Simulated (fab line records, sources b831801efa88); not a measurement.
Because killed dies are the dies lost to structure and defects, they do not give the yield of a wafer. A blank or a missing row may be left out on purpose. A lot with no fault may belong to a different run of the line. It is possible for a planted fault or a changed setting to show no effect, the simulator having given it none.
Which tool is to blame?    flow sky130    6 lots (18 wafers sampled), 1 step of a 708-step route

## WHAT EACH GAUGE READ, for each wafer
SKY_POLY_GATE_OVL_MEAS_14.
lot   measured      on          POLY_GATE_OVL (nm)
L188  day 16 23:14  overlay-01  -7 -5 -4
L192  day 18 08:32  overlay-01  -8 -5 -2
L199  day 21 08:18  overlay-02  -15 -11 -16
L203  day 22 09:26  overlay-01  -7 -4 -1
L207  day 23 14:08  overlay-01  6 0 7
L209  day 24 13:47  overlay-01  8 7 6

## WHICH TOOL RAN EACH LOT (tool, then ch and the chambers of the sampled wafers, then the start)
The record shows no process step preceding these readings.

## THE ANSWER, worked out from the rows above alone
Rule: usual is defined by the lots themselves. Put in order of their means at a reading, lots are off if they are a third of the lots or fewer, leave a main group of 4 or more, and stand apart from it by a gap of 3 or more times the standard deviation of the main group's means; of several such gaps the widest counts. Not used: any main group whose means are identical at the precision the tables above print for the reading. Also off: a lot with no number at a reading for which 4 or more lots have one. The other lots that the step has rows for count as sound.
Across all readings shown, no lot is off: no conclusion can be drawn from this.

## WHAT HAD BEEN PUT IN BY THE SIMULATOR
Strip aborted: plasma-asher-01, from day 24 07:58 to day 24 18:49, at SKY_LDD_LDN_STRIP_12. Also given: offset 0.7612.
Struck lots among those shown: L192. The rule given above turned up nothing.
